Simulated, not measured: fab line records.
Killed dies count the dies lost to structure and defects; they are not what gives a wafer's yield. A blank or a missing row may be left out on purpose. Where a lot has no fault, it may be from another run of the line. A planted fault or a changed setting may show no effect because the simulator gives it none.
Which of the tools did it?    flow sky130    7 lots with 21 wafers sampled at 3 steps, on a route of 708 steps

## WHAT THE GAUGES READ, wafer by wafer
SKY_LDD_HVP_TW_MEAS_10.
lot   measured      on            LDD_HVP_TW
L599  day 21 23:22  filmMetro-01  455 450 452
L602  day 23 11:50  filmMetro-01  454 452 454
L604  day 23 23:16  filmMetro-03  464 462 461
L609  day 25 22:28  filmMetro-03  461 463 458
L611  day 26 13:35  filmMetro-03  458 460 460
L618  day 28 13:25  filmMetro-03  464 465 74
L621  day 29 11:07  filmMetro-04  459 460 459

## EACH LOT AND THE TOOL THAT RAN IT (in order: tool; ch and the chambers of the sampled wafers; start)
lot   SKY_POLY_GATE_ETCH_17            SKY_LDD_HVP_DEVELOP_06
L599  rieSi-01 ch 2,3, day 16 20:54    lithoTrack-04 ch 0, day 21 22:56
L602  rieSi-02 ch 0,1, day 18 02:31    lithoTrack-02 ch 0, day 23 11:25
L604  rieSi-01 ch 1,2,3, day 18 17:25  lithoTrack-03 ch 0, day 23 22:50
L609  rieSi-02 ch 1,3, day 20 19:50    lithoTrack-04 ch 0, day 25 22:02
L611  rieSi-02 ch 0,3, day 21 10:38    lithoTrack-02 ch 0, day 26 13:10
L618  rieSi-01 ch 0,1,2, day 23 12:14  lithoTrack-03 ch 0, day 28 12:59
L621  rieSi-02 ch 0,3, day 24 13:13    lithoTrack-04 ch 0, day 29 10:41
- SKY_POLY_GATE_ETCH_17: etches poly-Si in HBr/Cl2, stops on SiO2, target depth 180 nm, time 70.5 s.
- SKY_LDD_HVP_DEVELOP_06: develop time 60 s.

## THE ANSWER, worked out from the rows above alone
Rule: the usual values come from the lots themselves. Put in order of their means at a reading, lots are off if they are a third of the lots or fewer, leave a main group of 4 or more, and stand apart from it by a gap of 3 or more times the standard deviation of the main group's means; of several such gaps the widest counts. A main group is skipped when, at the precision printed for the reading in the tables above, its means are all equal. A lot without any number at a reading at which 4 lots or more have one is off too. The other lots that the step has rows for count as sound.
Off: at SKY_LDD_HVP_TW_MEAS_10 (LDD_HVP_TW), L618. For the main group the mean is 458 and the standard deviation 3.7.
A tool fits if, at a process step before that reading, it ran every lot that is off, and no sound lot after the first of them. The gauges at SKY_LDD_HVP_TW_MEAS_10 are tried like those tools. Can't be told from this: 3 tools fit, rieSi-01 at SKY_POLY_GATE_ETCH_17, lithoTrack-03 at SKY_LDD_HVP_DEVELOP_06, filmMetro-03 at SKY_LDD_HVP_TW_MEAS_10.

## WHAT THE SIMULATOR HAD INSERTED
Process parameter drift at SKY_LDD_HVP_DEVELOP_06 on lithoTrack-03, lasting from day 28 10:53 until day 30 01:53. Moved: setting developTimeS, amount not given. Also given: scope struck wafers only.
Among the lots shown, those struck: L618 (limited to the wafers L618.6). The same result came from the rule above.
